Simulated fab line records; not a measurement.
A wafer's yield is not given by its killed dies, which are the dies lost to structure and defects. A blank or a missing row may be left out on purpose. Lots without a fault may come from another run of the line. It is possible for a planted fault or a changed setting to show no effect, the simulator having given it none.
The tool behind it: which one? -- flow gf180mcu -- 18 wafers from 6 lots sampled at 4 of the route's 602 steps

## WHAT THE GAUGES READ, wafer by wafer
GF_M1_RS_MEAS_05: measures by four-point-probe.
lot,measured,on,M1_ALCU_RS (ohm/sq)
L560,day 17 01:53,film-metro-04,0.0706 0.0700 0.0705
L561,day 18 01:29,film-metro-03,0.0702 0.0707 0.0711
L565,day 19 01:26,film-metro-03,0.0714 0.0712 0.0704
L567,day 19 22:23,film-metro-04,0.0703 0.0694 0.0686
L570,day 21 02:09,film-metro-03,0.0692 0.0706 0.0696

## WHAT TOOL EACH LOT RAN ON (gives the tool, then ch and the chambers of the sampled wafers, and finally the start)
lot,GF_CONTACT_ETCH_16,GF_CONTACT_STRIP_18,GF_CONTACT_CMP_27
L560,"rie-diel-04 ch 0,1,2, day 17 00:28","plasma-asher-02 ch 0,1, day 17 00:40","cmp-01 ch 0,1,3, day 17 01:25"
L561,"rie-diel-02 ch 0,2,3, day 18 00:04","plasma-asher-02 ch 0,1, day 18 00:16","cmp-02 ch 0,1,3, day 18 01:03"
L565,"rie-diel-04 ch 1,2,3, day 19 00:01","plasma-asher-02 ch 0,1, day 19 00:13","cmp-02 ch 0,3, day 19 00:52"
L567,"rie-diel-02 ch 0,1,3, day 19 20:53","plasma-asher-02 ch 0,1, day 19 21:05","cmp-02 ch 0,1,3, day 19 21:56"
L570,"rie-diel-04 ch 0,1,2, day 21 00:40","plasma-asher-04 ch 0,1, day 21 00:50","cmp-02 ch 0,2,3, day 21 01:37"
L574,"rie-diel-02 ch 0,1,3, day 22 09:11","plasma-asher-02 ch 0,1, day 22 09:21","cmp-01 ch 1,2,3, day 22 10:02"
- GF_CONTACT_ETCH_16: etches BARC in N2/H2.
- GF_CONTACT_STRIP_18: strips in O2/N2.
- GF_CONTACT_CMP_27: polishes, stops on SiO2, t overpolish 15 s, target thk 0 nm.

## THE ANSWER, worked out from the rows above alone
Rule: usual is defined by the lots themselves. The widest of any qualifying gaps counts: lots, ordered by their means at a reading, are off when they make up no more than a third of the lots, leave a main group of 4 or more, and stand apart from it by 3 or more times the standard deviation of that group's means. A main group whose means are all the same, to the digits that the tables above print for the reading, isn't used. A lot without any number at a reading at which 4 lots or more have one is off too. All remaining lots with rows at the step are treated as sound.
None of the lots is off at any reading shown; this tells nothing.

## WHAT THE SIMULATOR HAD INSERTED
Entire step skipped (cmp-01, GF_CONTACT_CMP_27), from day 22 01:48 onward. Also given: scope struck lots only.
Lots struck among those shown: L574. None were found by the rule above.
